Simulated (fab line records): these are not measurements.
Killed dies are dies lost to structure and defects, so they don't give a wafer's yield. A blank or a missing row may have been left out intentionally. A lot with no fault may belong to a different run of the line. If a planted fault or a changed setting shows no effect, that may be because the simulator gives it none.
A lot that was struck, set against a sound lot :: flow sky130 :: 14 out of 708 route steps
Sound: wafers L963.2, L963.3, L963.6. The struck wafers were L978.2, L978.3, L978.5. The cause is given at the end.
For every step that has rows: the tool of each side, followed by ch and its chambers, followed by its first start. Under that, the readings that differ: sound wafers :: struck wafers :: difference of the means :: sigmas: that difference in standard deviations of wafers without a fault.
alike: a reading whose means differ by less than 2 such deviations, as well as words and numbers matching on both sides. not compared: withheld readings; readings where some wafer has no value; bounds like >300 that might hide an equal value; numbers whose values overlap and for which the record gives no deviation.
A row with sigmas, a row that says differs or no value, or rows on one side alone: a step with any of these is where the two part. When numbers do not overlap yet have no deviation, they are printed without sigmas and do not part them. A reading missing from all wafers of one side parts the sides only when that side holds two or more wafers.

first, 4 steps without rows for these wafers: SKY_VIA3_SOFTBAKE_08 (time 90 s); SKY_VIA3_EXPOSE_09 (exposes mask VIM3, target cd 200 nm); SKY_VIA3_PEB_10; SKY_VIA3_DEVELOP_11 (develop time 60 s).
SKY_VIA3_CD_MEAS_12: target cd 200 nm.
  sound on cd_sem-02, day 42 00:44; struck on cd_sem-02, day 46 03:18
  alike: cd_nm
SKY_VIA3_OVL_MEAS_13:
  sound on overlay-02, day 42 00:51; struck on overlay-02, day 46 03:25
  alike: VIA3_OVL
SKY_VIA3_ETCH_14: etches BARC in N2/H2, stops on SiO2, time 45.9 s, target depth 60 nm.
  sound on rie_diel-01 ch 1,2, day 42 00:53; struck on rie_diel-01 ch 0,1,2, day 46 03:26
  alike: drypump_motor_current_A, oes_product_au, throttle_valve_pct
  not compared: rf_hours_counter_h
SKY_VIA3_ETCH_15: etches SiO2 in C4F8/O2/Ar, stops on TiN, target depth 507 nm, time 78 s.
  sound on rie_diel-01 ch 1,2, day 42 00:55; struck on rie_diel-01 ch 0,1,2, day 46 03:29
  alike: oes_product_au
  not compared: rf_hours_counter_h
SKY_VIA3_STRIP_16: strips in O2/N2.
  sound on plasma_asher-04 ch 0,1, day 42 00:59; struck on plasma_asher-04 ch 0,1, day 46 03:32
  alike: drypump_motor_current_A, oes_product_au, strip_time_to_endpoint_s
  not compared: rf_hours_counter_h
then, 3 steps without rows for these wafers: SKY_VIA3_STRIP_17 (strips in post etch residue remover, time 1200 s); SKY_VIA3_CLEAN_18 (cleans in IPA, time 180 s); SKY_VIA3_CLEAN_19 (cleans in O3/DIW).
SKY_VIA3_SPUTTER_20: material TiN, target thk 20 nm, time 80 s.
  sound on pvd_sputter-03, day 42 01:34; struck on pvd_sputter-03, day 46 04:08
  no value came back on the struck wafers for cathode_dc_power_W (W), chamber_pressure_pa (Pa), throttle_valve_pct (%), time_s (s); on the sound wafers cathode_dc_power_W (W) reads 3999.0 4002.0 3999.2
SKY_VIA3_CVD_21: deposits W, target thk 390 nm, time 117.31 s.
  sound on cvd_w-01 ch 0, day 42 01:38; struck on cvd_w-02 ch 0,1, day 46 04:12
  alike: heater_power_w, susceptor_temp_C

WHERE THEY PART
At SKY_VIA3_SPUTTER_20 and nowhere else, as far as this record goes. Later steps at which nothing parts them and some readings are alike: SKY_VIA3_CVD_21.

WHY: the cause the simulator had injected
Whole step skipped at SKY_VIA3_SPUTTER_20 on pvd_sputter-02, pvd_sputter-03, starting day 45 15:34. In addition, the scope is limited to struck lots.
